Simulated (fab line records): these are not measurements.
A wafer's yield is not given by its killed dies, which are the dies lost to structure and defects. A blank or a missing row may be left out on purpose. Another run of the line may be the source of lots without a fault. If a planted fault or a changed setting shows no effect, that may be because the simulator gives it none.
Chamber matching || flow sky130 || SKY_VIA4_CMP_21 on cmp-01 has 4 sister chambers
The step polishes, stops on SiO2, t overpolish 25 s, target thk 0 nm. 8 wafers are shown with their chamber, then 7 later ones without.

== EACH WAFER AND ITS CHAMBER ==
{"wafer": "L859.5", "chamber": 2, "motor_current_A (A)": 10.7, "time_to_endpoint_s (s)": 122}
{"wafer": "L859.6", "chamber": 1, "motor_current_A (A)": 12.9, "time_to_endpoint_s (s)": 118}
{"wafer": "L863.1", "chamber": 2, "motor_current_A (A)": 11.1, "time_to_endpoint_s (s)": 120}
{"wafer": "L866.3", "chamber": 3, "motor_current_A (A)": 13.2, "time_to_endpoint_s (s)": 119}
{"wafer": "L866.5", "chamber": 0, "motor_current_A (A)": 10.2, "time_to_endpoint_s (s)": 121}
{"wafer": "L866.6", "chamber": 3, "motor_current_A (A)": 12.6, "time_to_endpoint_s (s)": 120}
{"wafer": "L867.2", "chamber": 1, "motor_current_A (A)": 12.4, "time_to_endpoint_s (s)": 126}
{"wafer": "L867.3", "chamber": 0, "motor_current_A (A)": 10.5, "time_to_endpoint_s (s)": 121}

== WAFERS WITHOUT THEIR CHAMBER ==
{"wafer": "L867.6", "motor_current_A (A)": 12.9, "time_to_endpoint_s (s)": 124}
{"wafer": "L868.1", "motor_current_A (A)": 13.2, "time_to_endpoint_s (s)": 123}
{"wafer": "L868.2", "motor_current_A (A)": 12.3, "time_to_endpoint_s (s)": 126}
{"wafer": "L868.5", "motor_current_A (A)": 12.3, "time_to_endpoint_s (s)": 129}
{"wafer": "L869.1", "motor_current_A (A)": 11.1, "time_to_endpoint_s (s)": 122}
{"wafer": "L869.5", "motor_current_A (A)": 12.6, "time_to_endpoint_s (s)": 126}
{"wafer": "L869.6", "motor_current_A (A)": 10.2, "time_to_endpoint_s (s)": 120}

== CHAMBER TAKEN BY EACH ==
{"wafer": "L867.6", "from the rows above": "can't be placed: 1 or 3", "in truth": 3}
{"wafer": "L868.1", "from the rows above": "can't be placed: 3 or 1", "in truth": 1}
{"wafer": "L868.2", "from the rows above": "can't be placed: 1 or 3", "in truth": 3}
{"wafer": "L868.5", "from the rows above": "can't be placed: 1 or 3", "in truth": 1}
{"wafer": "L869.1", "from the rows above": "can't be placed: 2 or 0", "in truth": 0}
{"wafer": "L869.5", "from the rows above": "can't be placed: 1 or 3", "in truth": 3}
{"wafer": "L869.6", "from the rows above": "can't be placed: 0 or 2", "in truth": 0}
Placed correctly: 0 of 7. Unplaceable from these rows: 7, with the true chamber sitting among the candidates in 7. Wrongly placed: 0.
How it was worked out, from the rows above alone: a wafer's distance from a chamber is the root of the sum, over the readings, of the square of ((its reading less the chamber's mean) divided by the reading's scatter). The wafer belongs to the nearest chamber; if the next one is less than 2 further off, it can't be placed. For every chamber, the mean is computed from those of its wafers that are shown. How the scatter is found: for the shown wafers, subtract from each reading the mean of its chamber, square and add these, divide the total by (wafers less chambers), then take the root.
